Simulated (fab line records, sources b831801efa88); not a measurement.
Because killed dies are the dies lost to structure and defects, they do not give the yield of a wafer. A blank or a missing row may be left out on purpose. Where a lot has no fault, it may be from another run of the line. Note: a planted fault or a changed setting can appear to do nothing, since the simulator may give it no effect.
fab line records -- flow sky130
record lots=12, wafers=36, last-day=49
route steps=708 shown VIA2@528 VIA4@658 METAL5@662 PASSIVATION@681 PAD_OPEN@708
lots that met no fault: taken from a fault-free run of the same line
start-h: hours from the record's opening day to when the first of the lot's shown wafers began -- wait-h: hours elapsed since this lot's preceding step -- " repeats the value in the row above -- L1.1+2: a row that stands for several wafers -- - no value, or no start was given -- * or withheld: withheld -- < > ~ a bound
route shown NAME@n: names a module that has steps shown in the file, with the first one's number in the route -- usual: average and standard deviation across the fault-free wafers -- same: alike in all rows -- chamber/n: place in a boat -- sites: the reading at each site -- _std_site: the values' standard deviation -- _edge_site: the outer-site mean with the inner-site mean subtracted -- radius-mm: how far each site lies from the wafer's centre -- mask NAME#n: copy n -- behind: tool/chamber where the wafer was last shaped -- hold: why the lot was held/for how many hours/how that ended -- device: which transistor (n, p or np) failed to switch -- end of line: the same wafers' tests at the end of the route -- where a step has no rows: the recipe by itself -- killed: not the wafer's yield, but the dies lost to structure and defects at the first sort -- map: shows each die of a wafer: x if killed, . if not, _ if none is there
set.NAME: the setting the step ran with; set.NAME@STEP: the setting that earlier step ran with -- model.NAME: the simulator's own value behind a step, which no gauge read
a sample of lots followed through the steps of the route, with each step as a table and each wafer as a row
services: when a tool's chamber went out of use (start-h, in hours from the record's first day, below 0 if earlier), for how many hours, and the reason
## steps
# step SKY_VIA2_CVD_21
# recipe material=W, target-thk-nm=420, time-s=126.4, temp-c=400, pressure-torr=40
# usual heater-power-w=851/56
lot.wafer,tool,chamber,start-h,wait-h,heater-power-w
L294.2,cvd-w-01,0,844.70,0.0,940
L294.3,cvd-w-01,1,844.70,0.0,815
L294.6,cvd-w-01,1,844.70,0.0,809
L295.1,cvd-w-01,1,849.70,0.0,784
L295.3,cvd-w-01,0,849.70,0.0,929
L295.4,cvd-w-01,1,849.70,0.0,798
L296.2,cvd-w-02,1,851.25,0.0,842
L296.3,cvd-w-02,1,851.25,0.0,846
L296.6,cvd-w-02,0,851.25,0.0,818
L297.3,cvd-w-01,0,870.24,0.1,914
L297.4,cvd-w-01,1,870.24,0.1,820
L297.6,cvd-w-01,0,870.24,0.1,915
L298.1,cvd-w-01,0,872.95,0.0,914
L298.4,cvd-w-01,0,872.95,0.0,915
L298.5,cvd-w-01,0,872.95,0.0,929
L303.2,cvd-w-02,0,927.55,0.0,806
L303.4,cvd-w-02,1,927.55,0.0,839
L303.5,cvd-w-02,1,927.55,0.0,844
L305.1,cvd-w-02,0,933.20,0.0,804
L305.2,cvd-w-02,1,933.20,0.0,844
L305.6,cvd-w-02,1,933.20,0.0,853
L307.1,cvd-w-02,1,942.05,0.0,849
L307.2,cvd-w-02,0,942.05,0.0,809
L307.6,cvd-w-02,0,942.05,0.0,790
L309.3,cvd-w-01,0,954.19,0.1,907
L309.4,cvd-w-01,1,954.19,0.1,807
L309.6,cvd-w-01,1,954.19,0.1,792
L312.1,cvd-w-01,1,972.34,0.0,789
L312.3,cvd-w-01,0,972.34,0.0,924
L312.5,cvd-w-01,0,972.34,0.0,933
L313.2,cvd-w-01,0,981.14,0.0,922
L313.3,cvd-w-01,0,981.14,0.0,926
L313.5,cvd-w-01,0,981.14,0.0,913
L315.2,cvd-w-01,0,992.53,0.1,926
L315.3,cvd-w-01,0,992.53,0.1,926
L315.6,cvd-w-01,0,992.53,0.1,949
# step SKY_VIA4_RS_MEAS_19
# recipe thk-meas-gauge=four-point-probe, reads=W_of_VIA4_CVD_18+TiN_of_VIA4_SPUTTER_17
# usual VIA4_W_RS=0.223/0.0043
lot.wafer,tool,chamber,start-h,wait-h,VIA4_W_RS[ohm/sq]
L294.2,film-metro-01,-,1000.93,0.1,0.228
L294.3,film-metro-01,-,1000.93,0.1,0.230
L294.6,film-metro-01,-,1000.93,0.1,0.231
L295.1,film-metro-03,-,1005.30,0.1,0.220
L295.3,film-metro-03,-,1005.30,0.1,0.224
L295.4,film-metro-03,-,1005.30,0.1,0.218
L296.2,film-metro-02,-,1007.45,0.1,0.230
L296.3,film-metro-02,-,1007.45,0.1,0.225
L296.6,film-metro-02,-,1007.45,0.1,0.228
L297.3,film-metro-03,-,1024.12,0.1,0.220
L297.4,film-metro-03,-,1024.12,0.1,0.225
L297.6,film-metro-03,-,1024.12,0.1,0.227
L298.1,film-metro-03,-,1025.06,0.1,0.222
L298.4,film-metro-03,-,1025.06,0.1,0.220
L298.5,film-metro-03,-,1025.06,0.1,0.219
L303.2,film-metro-03,-,1073.92,0.1,0.220
L303.4,film-metro-03,-,1073.92,0.1,0.227
L303.5,film-metro-03,-,1073.92,0.1,0.228
L305.1,film-metro-03,-,1078.75,0.1,0.219
L305.2,film-metro-03,-,1078.75,0.1,0.222
L305.6,film-metro-03,-,1078.75,0.1,0.219
L307.1,film-metro-03,-,1086.10,0.1,0.228
L307.2,film-metro-03,-,1086.10,0.1,0.219
L307.6,film-metro-03,-,1086.10,0.1,0.217
L309.3,film-metro-03,-,1096.94,0.1,0.217
L309.4,film-metro-03,-,1096.94,0.1,0.228
L309.6,film-metro-03,-,1096.94,0.1,0.229
L312.1,film-metro-01,-,1110.15,0.1,0.219
L312.3,film-metro-01,-,1110.15,0.1,0.221
L312.5,film-metro-01,-,1110.15,0.1,0.221
L313.2,film-metro-02,-,1119.47,0.1,0.222
L313.3,film-metro-02,-,1119.47,0.1,0.219
L313.5,film-metro-02,-,1119.47,0.1,0.221
L315.2,film-metro-01,-,1128.52,0.1,0.219
L315.3,film-metro-01,-,1128.52,0.1,0.219
L315.6,film-metro-01,-,1128.52,0.1,0.230
# step SKY_METAL5_SPUTTER_01
# recipe material=TiN, target-thk-nm=20, power-w=6500, time-s=16.7, chamber-pressure-pa=0.4
# usual throttle-valve-pct=30.5/0.87
lot.wafer,tool,chamber,start-h,wait-h,throttle-valve-pct
L294.2,pvd-sputter-04,-,1001.47,0.0,30.4
L294.3,pvd-sputter-04,-,1001.47,0.0,30.1
L294.6,pvd-sputter-04,-,1001.47,0.0,30.4
L295.1,pvd-sputter-02,-,1005.80,0.0,30.2
L295.3,pvd-sputter-02,-,1005.80,0.0,30.6
L295.4,pvd-sputter-02,-,1005.80,0.0,31.8
L296.2,pvd-sputter-02,-,1008.01,0.0,30.9
L296.3,pvd-sputter-02,-,1008.01,0.0,30.3
L296.6,pvd-sputter-02,-,1008.01,0.0,30.6
L297.3,pvd-sputter-04,-,1024.58,0.0,31.9
L297.4,pvd-sputter-04,-,1024.58,0.0,29.9
L297.6,pvd-sputter-04,-,1024.58,0.0,30.4
L298.1,pvd-sputter-04,-,1025.56,0.0,30.0
L298.4,pvd-sputter-04,-,1025.56,0.0,31.5
L298.5,pvd-sputter-04,-,1025.56,0.0,29.9
L303.2,pvd-sputter-03,-,1074.49,0.0,28.1
L303.4,pvd-sputter-03,-,1074.49,0.0,31.3
L303.5,pvd-sputter-03,-,1074.49,0.0,28.1
L305.1,pvd-sputter-04,-,1079.27,0.0,30.2
L305.2,pvd-sputter-04,-,1079.27,0.0,30.0
L305.6,pvd-sputter-04,-,1079.27,0.0,30.2
L307.1,pvd-sputter-04,-,1086.60,0.0,31.9
L307.2,pvd-sputter-04,-,1086.60,0.0,29.9
L307.6,pvd-sputter-04,-,1086.60,0.0,30.2
L309.3,pvd-sputter-04,-,1097.50,0.0,30.0
L309.4,pvd-sputter-04,-,1097.50,0.0,31.4
L309.6,pvd-sputter-04,-,1097.50,0.0,30.4
L312.1,pvd-sputter-03,-,1110.65,0.0,27.9
L312.3,pvd-sputter-03,-,1110.65,0.0,31.5
L312.5,pvd-sputter-03,-,1110.65,0.0,30.6
L313.2,pvd-sputter-04,-,1119.95,0.0,30.1
L313.3,pvd-sputter-04,-,1119.95,0.0,30.2
L313.5,pvd-sputter-04,-,1119.95,0.0,31.7
L315.2,pvd-sputter-02,-,1129.01,0.0,30.2
L315.3,pvd-sputter-02,-,1129.01,0.0,31.6
L315.6,pvd-sputter-02,-,1129.01,0.0,30.6
# step SKY_PASSIVATION_CVD_00
# recipe material=SiO2, target-thk-nm=90, temp-c=400, time-s=withheld, rf-w=600
# usual heater-power-w=715/130, rf-fwd-power-W=588/3.1
lot.wafer,tool,chamber,start-h,wait-h,heater-power-w,rf-fwd-power-W
L294.2,pecvd-04,2,1025.34,0.0,571,586
L294.3,pecvd-04,2,1025.34,0.0,587,587
L294.6,pecvd-04,2,1025.34,0.0,577,585
L295.1,pecvd-01,0,1029.35,0.0,638,588
L295.3,pecvd-01,1,1029.35,0.0,613,588
L295.4,pecvd-01,1,1029.35,0.0,633,589
L296.2,pecvd-02,1,1031.55,0.0,899,588
L296.3,pecvd-02,0,1031.55,0.0,835,586
L296.6,pecvd-02,2,1031.55,0.0,727,594
L297.3,pecvd-01,1,1047.41,0.0,644,587
L297.4,pecvd-01,0,1047.41,0.0,711,587
L297.6,pecvd-01,0,1047.41,0.0,717,585
L298.1,pecvd-02,0,1049.20,0.0,847,585
L298.4,pecvd-02,0,1049.20,0.0,842,585
L298.5,pecvd-02,1,1049.20,0.0,952,589
L303.2,pecvd-02,0,1096.00,0.0,778,588
L303.4,pecvd-02,0,1096.00,0.0,773,586
L303.5,pecvd-02,2,1096.00,0.0,797,592
L305.1,pecvd-02,0,1100.45,0.0,786,586
L305.2,pecvd-02,2,1100.45,0.0,680,591
L305.6,pecvd-02,1,1100.45,0.0,922,588
L307.1,pecvd-01,0,1107.57,0.0,709,584
L307.2,pecvd-01,2,1107.57,0.0,622,591
L307.6,pecvd-01,2,1107.57,0.0,620,592
L309.3,pecvd-04,1,1118.95,0.0,799,596
L309.4,pecvd-04,0,1118.95,0.0,483,585
L309.6,pecvd-04,1,1118.95,0.0,840,593
L312.1,pecvd-01,1,1131.66,0.0,588,587
L312.3,pecvd-01,2,1131.66,0.0,642,592
L312.5,pecvd-01,2,1131.66,0.0,653,591
L313.2,pecvd-04,0,1140.50,0.0,523,582
L313.3,pecvd-04,1,1140.50,0.0,842,591
L313.5,pecvd-04,0,1140.50,0.0,521,584
L315.2,pecvd-02,2,1148.39,0.0,757,591
L315.3,pecvd-02,0,1148.39,0.0,820,585
L315.6,pecvd-02,0,1148.39,0.0,793,585
# step SKY_PAD_OPEN_PROBE_99
# usual defect-limited-yield=82.5/1.8, killed_at_M0_to_M3=44/6.6, killed_at_M4_up=2.9/1.8, killed-at-contacts=24/4.8, killed-at-front-end=15/4.5, killed-at-other=0.3/0.64, killed-dies=86/8.7, killed-on-rim=17/3.8, killed-open=47/6.5, killed-short=39/5.8, sort_bin_3_pad_short=0.9/0.4, sort_bin_5_function=10.3/1.4, sort_bin_6_memory=6.2/1.1, sort-n-pass=406/8.7, sort-yield-pct=82.5/1.8
# same gross-dies=492, killed-at-back-side=0, sort_bin_4_leakage[%]=0, sort_bin_8_speed[%]=0
lot.wafer,tool,chamber,start-h,wait-h,defect-limited-yield[%],killed_at_M0_to_M3,killed_at_M4_up,killed-at-contacts,killed-at-front-end,killed-at-other,killed-dies,killed-on-rim,killed-open,killed-short,sort_bin_3_pad_short[%],sort_bin_5_function[%],sort_bin_6_memory[%],sort-n-pass,sort-yield-pct[%]
L294.2,prober-01,-,1072.03,0.1,83.1,37,0,21,25,0,83,18,44,39,1.4,10.4,5.1,409,83.1
L294.3,prober-01,-,1072.08,0.2,81.5,40,6,28,17,0,91,21,47,44,1.4,10.6,6.5,401,81.5
L294.6,prober-01,-,1072.23,0.2,83.5,36,5,24,16,0,81,17,42,39,0.4,9.1,6.9,411,83.5
L295.1,prober-02,-,1076.35,0.1,82.7,37,3,25,18,2,85,15,56,27,0.2,10.8,6.3,407,82.7
L295.3,prober-02,-,1076.45,0.2,81.5,44,6,26,14,1,91,14,50,41,1.0,12.4,5.1,401,81.5
L295.4,prober-02,-,1076.50,0.2,82.3,38,5,21,23,0,87,17,41,46,0.8,11.8,5.1,405,82.3
L296.2,prober-01,-,1078.15,0.1,83.3,40,1,23,18,0,82,19,39,43,0.2,11.0,5.5,410,83.3
L296.3,prober-01,-,1078.20,0.2,81.7,51,3,16,19,1,90,17,46,43,0.6,10.4,7.3,402,81.7
L296.6,prober-01,-,1078.35,0.2,80.5,49,2,26,16,3,96,19,52,42,0.8,10.8,7.9,396,80.5
L297.3,prober-02,-,1091.76,0.2,82.1,45,3,30,10,0,88,15,48,40,0.8,10.6,6.5,404,82.1
L297.4,prober-02,-,1091.81,0.2,86.0,35,1,20,13,0,69,12,38,31,0.8,9.1,4.1,423,86.0
L297.6,prober-02,-,1091.91,0.2,81.5,47,3,26,15,0,91,18,52,39,1.6,10.6,6.3,401,81.5
L298.1,prober-01,-,1093.49,0.1,80.9,44,5,24,21,0,94,22,61,33,1.4,8.9,8.7,398,80.9
L298.4,prober-01,-,1093.64,0.2,80.3,52,1,30,14,0,97,20,55,41,0.8,12.2,6.7,395,80.3
L298.5,prober-01,-,1093.69,0.2,83.5,40,3,22,16,0,81,15,39,41,1.0,10.4,5.1,411,83.5
L303.2,prober-01,-,1139.27,0.1,82.5,41,3,26,16,0,86,17,47,39,0.6,10.6,6.3,406,82.5
L303.4,prober-01,-,1139.37,0.2,82.7,39,1,20,25,0,85,17,43,42,0.8,11.2,5.3,407,82.7
L303.5,prober-01,-,1139.42,0.2,86.0,38,3,20,8,0,69,18,41,28,0.6,8.5,4.9,423,86.0
L305.1,prober-02,-,1143.06,0.1,80.1,52,3,23,19,1,98,19,59,38,1.2,11.6,7.1,394,80.1
L305.2,prober-02,-,1143.11,0.1,67.7,115,2,24,18,0,159,26,51,43,5.1,17.1,10.2,333,67.7
L305.6,prober-02,-,1143.31,0.2,72.8,100,4,16,14,0,134,23,38,35,4.5,17.5,5.3,358,72.8
L307.1,prober-02,-,1149.08,0.1,69.7,103,2,31,13,0,149,31,46,42,5.3,18.1,6.9,343,69.7
L307.2,prober-02,-,1149.13,0.1,83.5,37,2,27,15,0,81,14,49,31,0.6,10.0,5.9,411,83.5
L307.6,prober-02,-,1149.33,0.2,86.6,28,8,23,7,0,66,14,36,30,0.8,7.5,5.1,426,86.6
L309.3,prober-02,-,1159.67,0.2,84.6,35,0,27,14,0,76,14,41,35,0.8,8.7,5.9,416,84.6
L309.4,prober-02,-,1159.72,0.2,83.1,44,2,23,13,1,83,17,48,35,1.0,9.6,6.3,409,83.1
L309.6,prober-02,-,1159.82,0.2,81.1,52,4,26,11,0,93,16,52,41,1.2,12.2,5.5,399,81.1
L312.1,prober-01,-,1170.04,0.1,80.7,53,3,22,16,1,95,12,50,44,1.2,10.4,7.7,397,80.7
L312.3,prober-01,-,1170.14,0.2,81.7,44,5,24,17,0,90,21,48,42,1.0,11.0,6.3,402,81.7
L312.5,prober-01,-,1170.24,0.2,82.5,49,6,21,10,0,86,26,49,37,0.6,11.8,5.1,406,82.5
L313.2,prober-02,-,1177.90,0.1,84.1,44,1,22,11,0,78,14,33,45,1.2,10.6,4.1,414,84.1
L313.3,prober-02,-,1177.95,0.2,83.7,32,5,30,13,0,80,21,44,36,1.0,7.5,7.7,412,83.7
L313.5,prober-02,-,1178.05,0.2,84.6,36,3,24,13,0,76,13,42,34,0,7.9,7.5,416,84.6
L315.2,prober-02,-,1185.31,0.1,78.9,49,3,31,21,0,104,23,54,50,0.8,14.0,6.3,388,78.9
L315.3,prober-02,-,1185.36,0.2,82.1,40,2,28,18,0,88,19,52,36,1.6,9.1,7.1,404,82.1
L315.6,prober-02,-,1185.51,0.2,84.3,40,1,22,13,1,77,16,45,31,0.8,10.0,4.9,415,84.3
# killed by level:class
L294.2 VIA1:geometric-particle:open=10 CONTACT:geometric-particle:open=7 METAL2:geometric-particle:short=6 VIA3:geometric-particle:open=6 LI_CONTACT:geometric-particle:open=5 CONTACT:geometric-particle:short=5 VIA3:geometric-particle:short=5 FIELD_ISO:geometric-particle:short=4
L294.3 VIA1:geometric-particle:open=10 CONTACT:geometric-particle:open=9 FIELD_ISO:geometric-particle:open=7 VIA2:geometric-particle:open=7 METAL1:geometric-particle:short=6 LOCAL_INTERCONNECT:geometric-particle:short=6 METAL3:geometric-particle:short=6 CONTACT:geometric-particle:short=5
L294.6 VIA1:geometric-particle:open=12 CONTACT:geometric-particle:open=11 CONTACT:geometric-particle:short=7 FIELD_ISO:geometric-particle:open=5 POLY_GATE:geometric-particle:short=5 VIA3:geometric-particle:open=5 LOCAL_INTERCONNECT:geometric-particle:short=4 VIA2:geometric-particle:open=4
L295.1 VIA1:geometric-particle:open=13 CONTACT:geometric-particle:open=11 VIA2:geometric-particle:open=9 LI_CONTACT:geometric-particle:open=7 FIELD_ISO:geometric-particle:open=5 POLY_GATE:geometric-particle:short=4 POLY_GATE:geometric-particle:open=4 METAL2:geometric-particle:short=4
L295.3 VIA1:geometric-particle:open=11 VIA2:geometric-particle:open=9 LI_CONTACT:geometric-particle:open=8 CONTACT:geometric-particle:short=8 LI_CONTACT:geometric-particle:short=5 VIA3:geometric-particle:open=5 FIELD_ISO:geometric-particle:short=4 CONTACT:geometric-particle:open=4
L295.4 VIA1:geometric-particle:open=10 CONTACT:geometric-particle:open=8 FIELD_ISO:geometric-particle:short=7 POLY_GATE:geometric-particle:short=6 METAL2:geometric-particle:short=6 VIA2:geometric-particle:open=6 CONTACT:geometric-particle:short=5 METAL1:geometric-particle:short=5
L296.2 CONTACT:geometric-particle:short=8 VIA2:geometric-particle:open=8 VIA1:geometric-particle:open=8 FIELD_ISO:geometric-particle:short=7 METAL2:geometric-particle:short=7 CONTACT:geometric-particle:open=6 LOCAL_INTERCONNECT:geometric-particle:short=5 VIA3:geometric-particle:open=5
L296.3 VIA1:geometric-particle:open=16 VIA3:geometric-particle:open=8 VIA1:geometric-particle:short=8 FIELD_ISO:geometric-particle:short=5 CONTACT:geometric-particle:short=5 METAL1:geometric-particle:short=5 FIELD_ISO:geometric-particle:open=4 POLY_GATE:geometric-particle:open=4
L296.6 VIA1:geometric-particle:open=16 CONTACT:geometric-particle:open=9 VIA2:geometric-particle:open=8 FIELD_ISO:geometric-particle:short=6 VIA3:geometric-particle:open=6 METAL2:geometric-particle:short=5 CONTACT:geometric-particle:short=5 POLY_GATE:geometric-particle:open=4
L297.3 VIA1:geometric-particle:open=12 LI_CONTACT:geometric-particle:open=8 VIA3:geometric-particle:open=7 CONTACT:geometric-particle:open=6 VIA1:geometric-particle:short=6 LI_CONTACT:geometric-particle:short=5 LOCAL_INTERCONNECT:geometric-particle:short=5 VIA2:geometric-particle:open=5
L297.4 VIA1:geometric-particle:open=9 LI_CONTACT:geometric-particle:open=6 VIA3:geometric-particle:open=6 CONTACT:geometric-particle:open=6 METAL2:geometric-particle:short=6 FIELD_ISO:geometric-particle:open=5 FIELD_ISO:geometric-particle:short=5 METAL1:geometric-particle:short=4
L297.6 CONTACT:geometric-particle:open=12 VIA1:geometric-particle:open=10 VIA2:geometric-particle:open=9 METAL2:geometric-particle:short=6 VIA3:geometric-particle:open=6 VIA2:geometric-particle:short=6 POLY_GATE:geometric-particle:short=5 LI_CONTACT:geometric-particle:open=5
L298.1 VIA1:geometric-particle:open=15 CONTACT:geometric-particle:open=13 POLY_GATE:geometric-particle:open=7 VIA2:geometric-particle:open=7 LI_CONTACT:geometric-particle:open=6 METAL1:geometric-particle:short=5 FIELD_ISO:geometric-particle:short=4 POLY_GATE:geometric-particle:short=4
L298.4 CONTACT:geometric-particle:open=13 VIA1:geometric-particle:open=13 VIA2:geometric-particle:open=9 VIA1:geometric-particle:short=8 CONTACT:geometric-particle:short=8 METAL2:geometric-particle:short=6 FIELD_ISO:geometric-particle:open=5 LI_CONTACT:geometric-particle:open=5
L298.5 CONTACT:geometric-particle:open=8 POLY_GATE:geometric-particle:open=6 VIA2:geometric-particle:open=6 VIA2:geometric-particle:short=5 LOCAL_INTERCONNECT:geometric-particle:short=5 VIA1:geometric-particle:open=5 VIA1:geometric-particle:short=5 METAL3:geometric-particle:short=5
L303.2 CONTACT:geometric-particle:open=11 VIA1:geometric-particle:open=11 METAL2:geometric-particle:short=8 VIA3:geometric-particle:open=7 POLY_GATE:geometric-particle:short=6 VIA2:geometric-particle:open=5 LOCAL_INTERCONNECT:geometric-particle:open=4 LOCAL_INTERCONNECT:geometric-particle:short=4
L303.4 POLY_GATE:geometric-particle:open=8 VIA1:geometric-particle:open=7 FIELD_ISO:geometric-particle:open=6 METAL2:geometric-particle:short=6 VIA1:geometric-particle:short=6 VIA3:geometric-particle:open=6 FIELD_ISO:geometric-particle:short=5 CONTACT:geometric-particle:short=5
L303.5 CONTACT:geometric-particle:open=9 VIA1:geometric-particle:open=8 VIA3:geometric-particle:open=8 VIA2:geometric-particle:short=5 VIA2:geometric-particle:open=4 FIELD_ISO:geometric-particle:open=4 LOCAL_INTERCONNECT:geometric-particle:short=4 VIA1:geometric-particle:short=4
L305.1 VIA1:geometric-particle:open=14 VIA2:geometric-particle:open=11 CONTACT:geometric-particle:open=10 METAL2:geometric-particle:short=9 LI_CONTACT:geometric-particle:open=8 VIA3:geometric-particle:short=6 FIELD_ISO:geometric-particle:open=5 POLY_GATE:geometric-particle:open=4
L305.2 VIA2:unspecified=64 VIA1:geometric-particle:open=15 CONTACT:geometric-particle:open=8 VIA1:geometric-particle:short=8 FIELD_ISO:geometric-particle:open=5 LI_CONTACT:geometric-particle:open=5 CONTACT:geometric-particle:short=5 VIA3:geometric-particle:open=5
L305.6 VIA2:unspecified=61 VIA1:geometric-particle:open=13 FIELD_ISO:geometric-particle:short=6 METAL2:geometric-particle:short=6 CONTACT:geometric-particle:open=5 METAL1:geometric-particle:short=4 LOCAL_INTERCONNECT:geometric-particle:short=4 CONTACT:geometric-particle:short=4
L307.1 VIA2:unspecified=61 VIA1:geometric-particle:open=12 LI_CONTACT:geometric-particle:open=11 CONTACT:geometric-particle:open=7 CONTACT:geometric-particle:short=7 METAL2:geometric-particle:short=7 VIA3:geometric-particle:open=6 VIA1:geometric-particle:short=5
L307.2 VIA1:geometric-particle:open=15 CONTACT:geometric-particle:open=9 FIELD_ISO:geometric-particle:short=6 LI_CONTACT:geometric-particle:open=6 CONTACT:geometric-particle:short=5 VIA1:geometric-particle:short=5 VIA2:geometric-particle:open=4 FIELD_ISO:geometric-particle:open=3
L307.6 VIA1:geometric-particle:open=8 CONTACT:geometric-particle:open=8 METAL4:geometric-particle:short=6 LI_CONTACT:geometric-particle:open=5 CONTACT:geometric-particle:short=4 METAL3:geometric-particle:short=4 POLY_CUT:geometric-particle:open=3 LI_CONTACT:geometric-particle:short=3
L309.3 LI_CONTACT:geometric-particle:open=8 CONTACT:geometric-particle:open=7 VIA2:geometric-particle:open=6 METAL1:geometric-particle:short=5 VIA1:geometric-particle:open=5 FIELD_ISO:geometric-particle:open=4 LI_CONTACT:geometric-particle:short=4 FIELD_ISO:geometric-particle:short=3
L309.4 VIA1:geometric-particle:open=15 CONTACT:geometric-particle:open=10 LI_CONTACT:geometric-particle:short=7 METAL2:geometric-particle:short=7 VIA1:geometric-particle:short=4 METAL2:geometric-particle:open=4 VIA2:geometric-particle:open=4 FIELD_ISO:geometric-particle:open=3
L309.6 VIA1:geometric-particle:open=14 LI_CONTACT:geometric-particle:open=9 VIA3:geometric-particle:open=9 CONTACT:geometric-particle:open=6 VIA1:geometric-particle:short=6 VIA2:geometric-particle:open=6 POLY_GATE:geometric-particle:short=5 LOCAL_INTERCONNECT:geometric-particle:short=4
L312.1 VIA1:geometric-particle:open=12 VIA1:geometric-particle:short=9 POLY_GATE:geometric-particle:short=8 VIA2:geometric-particle:open=8 CONTACT:geometric-particle:open=8 LI_CONTACT:geometric-particle:open=7 VIA3:geometric-particle:open=6 POLY_GATE:geometric-particle:open=5
L312.3 METAL1:geometric-particle:short=9 LI_CONTACT:geometric-particle:open=8 VIA1:geometric-particle:open=8 VIA3:geometric-particle:open=7 VIA2:geometric-particle:open=6 LOCAL_INTERCONNECT:geometric-particle:short=5 CONTACT:geometric-particle:open=5 METAL1:geometric-particle:open=5
L312.5 VIA2:geometric-particle:open=12 VIA1:geometric-particle:open=11 CONTACT:geometric-particle:open=9 CONTACT:geometric-particle:short=7 METAL4:geometric-particle:short=5 METAL1:geometric-particle:short=4 VIA1:geometric-particle:short=4 VIA3:geometric-particle:open=4
L313.2 VIA1:geometric-particle:open=14 CONTACT:geometric-particle:open=7 CONTACT:geometric-particle:short=6 LI_CONTACT:geometric-particle:short=5 METAL2:geometric-particle:short=5 METAL3:geometric-particle:short=5 VIA2:geometric-particle:short=4 FIELD_ISO:geometric-particle:short=3
L313.3 LI_CONTACT:geometric-particle:open=9 CONTACT:geometric-particle:open=8 VIA1:geometric-particle:open=8 LOCAL_INTERCONNECT:geometric-particle:short=6 VIA2:geometric-particle:open=6 FIELD_ISO:geometric-particle:short=5 LI_CONTACT:geometric-particle:short=5 METAL2:geometric-particle:short=5
L313.5 VIA1:geometric-particle:open=10 CONTACT:geometric-particle:open=9 VIA2:geometric-particle:open=7 LI_CONTACT:geometric-particle:open=4 LI_CONTACT:geometric-particle:short=4 VIA2:geometric-particle:short=4 FIELD_ISO:geometric-particle:open=3 POLY_GATE:geometric-particle:short=3
L315.2 VIA1:geometric-particle:open=12 LI_CONTACT:geometric-particle:open=9 CONTACT:geometric-particle:open=9 FIELD_ISO:geometric-particle:short=6 FIELD_ISO:geometric-particle:open=5 POLY_GATE:geometric-particle:open=5 LOCAL_INTERCONNECT:geometric-particle:short=5 CONTACT:geometric-particle:short=5
L315.3 CONTACT:geometric-particle:open=10 LI_CONTACT:geometric-particle:open=9 VIA2:geometric-particle:open=8 VIA1:geometric-particle:open=7 FIELD_ISO:geometric-particle:open=5 VIA1:geometric-particle:short=5 LOCAL_INTERCONNECT:geometric-particle:short=4 METAL1:geometric-particle:short=4
L315.6 VIA1:geometric-particle:open=9 CONTACT:geometric-particle:open=8 LI_CONTACT:geometric-particle:open=6 VIA3:geometric-particle:open=5 METAL2:geometric-particle:short=5 VIA2:geometric-particle:open=5 FIELD_ISO:geometric-particle:open=4 VIA2:geometric-particle:short=4
## services
tool,chamber,start-h,hours,kind
pecvd-02,1,828.56,15.6,repair
cvd-w-01,-,835.79,6.0,pm
cvd-w-02,-,842.05,6.0,pm
pecvd-04,-,852.76,0.8,repair
pecvd-04,-,861.21,0.9,repair
pvd-sputter-02,-,862.84,1.4,repair
pecvd-02,-,881.30,4.3,repair
pvd-sputter-03,-,885.09,1.0,repair
pvd-sputter-02,-,889.98,21.4,repair
cvd-w-02,-,904.00,14.0,pm
pecvd-01,-,909.47,1.4,repair
pvd-sputter-03,-,917.18,5.9,repair
cvd-w-02,-,918.00,6.9,pm
pvd-sputter-02,-,919.67,4.8,repair
pecvd-04,-,935.17,2.8,pm
pecvd-02,-,945.54,5.5,pm
pecvd-02,-,970.70,0.6,repair
cvd-w-01,1,985.76,8.8,repair
pecvd-02,2,995.21,1.9,repair
pvd-sputter-02,-,995.68,8.0,repair
cvd-w-01,-,1017.31,12.2,repair
pvd-sputter-02,-,1021.72,33.6,repair
cvd-w-01,-,1046.93,0.6,repair
pvd-sputter-02,-,1114.76,2.4,repair
## key
first-sign step=SKY_PAD_OPEN_PROBE_99, reading=sort_bin_3_pad_short, direction=up, sigmas=10, usual=0.9, struck=4.9
effect step=SKY_PAD_OPEN_PROBE_99, reading=killed_at_M0_to_M3, direction=up, sigmas=9.4, usual=44, struck=106
met-at SKY_VIA2_CVD_21
struck-lots L305,L307
struck-wafers L305.2,L305.6,L307.1
not-acting-at SKY_VIA4_RS_MEAS_19,SKY_METAL5_SPUTTER_01,SKY_PASSIVATION_CVD_00
onset-between 927.55 933.20
fault kind=chamber-particle-source, tool=cvd-w-02, chamber=1, onset-h=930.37, steps=SKY_VIA2_CVD_21, rate-per-visit-cm2=2.054, end-h=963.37
